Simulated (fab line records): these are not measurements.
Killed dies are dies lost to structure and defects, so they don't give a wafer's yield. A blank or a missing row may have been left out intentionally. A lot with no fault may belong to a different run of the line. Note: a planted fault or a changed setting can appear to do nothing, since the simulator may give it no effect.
Which tool did it? ; flow sky130 ; 10 lots, 30 wafers sampled, at 7 steps of a route of 708

WHAT THE GAUGES READ, wafer by wafer
SKY_RES_XHIGH_TW_MEAS_09. Usual: RES_XHIGH_TW typically reads 1641, with standard deviation 24.
lot;measured;on;RES_XHIGH_TW;flag
L582;day 27 01:31;film metro-03;1661 1666 1662;
L583;day 27 04:34;film metro-04;1617 1620 1629;
L584;day 27 08:53;film metro-04;1611 1616 1621;
L585;day 27 17:58;film metro-03;1663 1672 1672;
L586;day 28 03:14;film metro-03;1655 1660 1666;
L587;day 28 10:30;film metro-03;1663 1659 1658;
L588;day 28 15:49;film metro-01;1639 1641 1645;
L589;day 29 02:46;film metro-03;1661 1656 1654;
L590;day 29 12:43;film metro-04;1631 1623 1620;
L591;day 30 01:22;film metro-03;1665 1658 1655;

SKY_SD_N_TW_MEAS_12. Usual: SD_N_TW typically reads 3987, with standard deviation 48.
lot;measured;on;SD_N_TW;flag
L582;day 28 06:13;film metro-01;3998 4011 3988;
L583;day 28 09:19;film metro-04;3922 3908 3908;
L584;day 28 12:50;film metro-03;4033 4050 4039;
L585;day 28 21:31;film metro-03;4046 4025 4024;
L586;day 29 04:19;film metro-04;3964 3957 3955;
L587;day 29 13:51;film metro-01;3941 3968 3953;
L588;day 29 18:49;film metro-01;4430 4413 4431;OFF
L589;day 30 07:37;film metro-03;4431 4505 4468;OFF
L590;day 30 17:37;film metro-03;4475 4485 4469;OFF
L591;day 31 05:49;film metro-03;4516 4519 4495;OFF

SKY_SD_N_RS_MEAS_16: measures by four-point-probe. Usual: SD_N_RS typically reads 68.49 ohm/sq, with standard deviation 0.12.
lot;measured;on;SD_N_RS (ohm/sq);flag
L582;day 28 06:34;film metro-04;68.59 68.51 68.56;
L583;day 28 09:36;film metro-04;68.33 68.53 68.46;
L584;day 28 13:11;film metro-04;68.25 68.39 68.30;
L585;day 28 21:49;film metro-01;68.30 68.33 68.32;
L586;day 29 04:36;film metro-01;68.65 68.45 68.46;
L587;day 29 14:10;film metro-03;68.59 68.67 68.70;
L588;day 29 19:06;film metro-03;30.54 30.53 30.53;OFF
L589;day 30 07:55;film metro-04;30.69 30.66 30.68;OFF
L590;day 30 17:54;film metro-01;30.56 30.60 30.57;OFF
L591;day 31 06:08;film metro-01;30.57 30.58 30.61;OFF

SKY_LI_CONTACT_THK_MEAS_01. Usual: LI_CONTACT_HDPCVD_THK typically reads 936 nm, with standard deviation 8.1.
lot;measured;on;LI_CONTACT_HDPCVD_THK (nm);flag
L582;day 28 07:02;film metro-01;934 934 929;
L583;day 28 10:06;film metro-03;943 940 942;
L584;day 28 13:39;film metro-04;946 927 948;
L585;day 28 22:17;film metro-03;941 936 938;
L586;day 29 05:05;film metro-04;946 937 937;
L587;day 29 14:37;film metro-03;932 931 926;
L588;day 29 19:35;film metro-01;930 940 937;
L589;day 30 08:25;film metro-03;941 950 944;
L590;day 30 18:23;film metro-01;941 949 943;
L591;day 31 06:35;film metro-03;930 936 940;

SKY_LI_CONTACT_BOW_MEAS_03. Usual: LI_CONTACT_BOW typically reads 56 um, with standard deviation 7.2.
lot;measured;on;LI_CONTACT_BOW (um);flag
L582;day 28 07:31;film metro-03;57 56 59;
L583;day 28 10:37;film metro-04;62 47 47;
L584;day 28 14:01;film metro-01;37 58 56;
L585;day 28 22:40;film metro-03;47 61 60;
L586;day 29 05:26;film metro-04;49 52 61;
L587;day 29 15:19;film metro-01;48 53 60;
L588;day 29 19:57;film metro-03;69 59 64;
L589;day 30 08:47;film metro-04;46 60 54;
L590;day 30 18:44;film metro-03;61 60 62;
L591;day 31 06:58;film metro-04;58 59 66;

WHICH TOOL RAN EACH LOT (tool, then ch and the chambers of the sampled wafers, then the start)
lot;SKY_SD_N_IMPLANT_09;SKY_SD_N_STRIP_11
L582;implanter-02 ch 0, day 28 05:50;plasma asher-03 ch 1, day 28 06:07
L583;implanter-01 ch 0, day 28 08:55;plasma asher-01 ch 0,1, day 28 09:13
L584;implanter-02 ch 0, day 28 12:27;plasma asher-03 ch 0,1, day 28 12:43
L585;implanter-02 ch 0, day 28 21:08;plasma asher-03 ch 0,1, day 28 21:25
L586;implanter-01 ch 0, day 29 03:55;plasma asher-01 ch 0,1, day 29 04:13
L587;implanter-03 ch 0, day 29 13:30;plasma asher-01 ch 0,1, day 29 13:45
L588;implanter-02 ch 0, day 29 18:25;plasma asher-03 ch 0,1, day 29 18:43
L589;implanter-03 ch 0, day 30 07:14;plasma asher-03 ch 0, day 30 07:31
L590;implanter-03 ch 0, day 30 17:13;plasma asher-04 ch 1, day 30 17:31
L591;implanter-02 ch 0, day 31 05:28;plasma asher-04 ch 0,1, day 31 05:43
- SKY_SD_N_IMPLANT_09
- SKY_SD_N_STRIP_11: strips in O2/N2.

AS READ BY THE TOOLS THEMSELVES (means over the sampled wafers that have a number; for cases with no such wafer, the mark the record gives instead)
SKY_SD_N_STRIP_11. Usual: chamber pressure mTorr 1499.6 mTorr, standard deviation 2.2; drypump motor current A 5.7 A, standard deviation 0.43; o2 flow sccm 3002 sccm, standard deviation 9.7; oes product au 0.528 a.u., standard deviation 0.0042; strip time to endpoint s 22.53 s, standard deviation 0.042.
lot;tool;chamber pressure mTorr (mTorr);drypump motor current A (A);o2 flow sccm (sccm);oes product au (a.u.);strip time to endpoint s (s);flag
L582;plasma asher-03;1499.5;6.3;2998;0.530;22.53;
L583;plasma asher-01;1499.9;5.5;3002;0.527;22.55;
L584;plasma asher-03;1498.5;5.6;3002;0.525;22.51;
L585;plasma asher-03;1499.9;5.5;3010;0.527;22.60;
L586;plasma asher-01;1499.5;5.5;2997;0.525;22.47;
L587;plasma asher-01;1498.9;5.5;3007;0.530;22.51;
L588;plasma asher-03;1498.7;5.9;2993;0.500;25.10;OFF
L589;plasma asher-03;1500.1;5.2;3007;0.501;25.11;OFF
L590;plasma asher-04;1500.0;5.7;2990;0.504;25.15;OFF
L591;plasma asher-04;1499.6;5.8;2992;0.502;25.10;OFF

THE ANSWER, worked out from the rows above alone
Rule: take the mean of a lot's wafers that have a number; if it is more than 3 standard deviations from the usual mean, the lot is off. Also off: a lot with no number at a reading for which 4 or more lots have one. Where the step has rows for the other lots, those lots are counted as sound. After the gauges, taken in route order, come the tools' own readings; for these a lot's mean is taken, as printed above. At the first step where some lot is off, the reading lying furthest off is the one used; lots without a number count as furthest.
Off: L588, L589, L590, L591, at SKY_SD_N_TW_MEAS_12 (SD_N_TW).
If a tool, at a process step before that reading, ran all the lots that are off and no sound lot after the first of them, it fits. The gauges at SKY_SD_N_TW_MEAS_12 aren't tried: what is off there is off at SKY_SD_N_STRIP_11 too, on other tools, and a gauge's error can't cause that. Not one of the candidates tried fits.

WHAT THE SIMULATOR HAD INSERTED
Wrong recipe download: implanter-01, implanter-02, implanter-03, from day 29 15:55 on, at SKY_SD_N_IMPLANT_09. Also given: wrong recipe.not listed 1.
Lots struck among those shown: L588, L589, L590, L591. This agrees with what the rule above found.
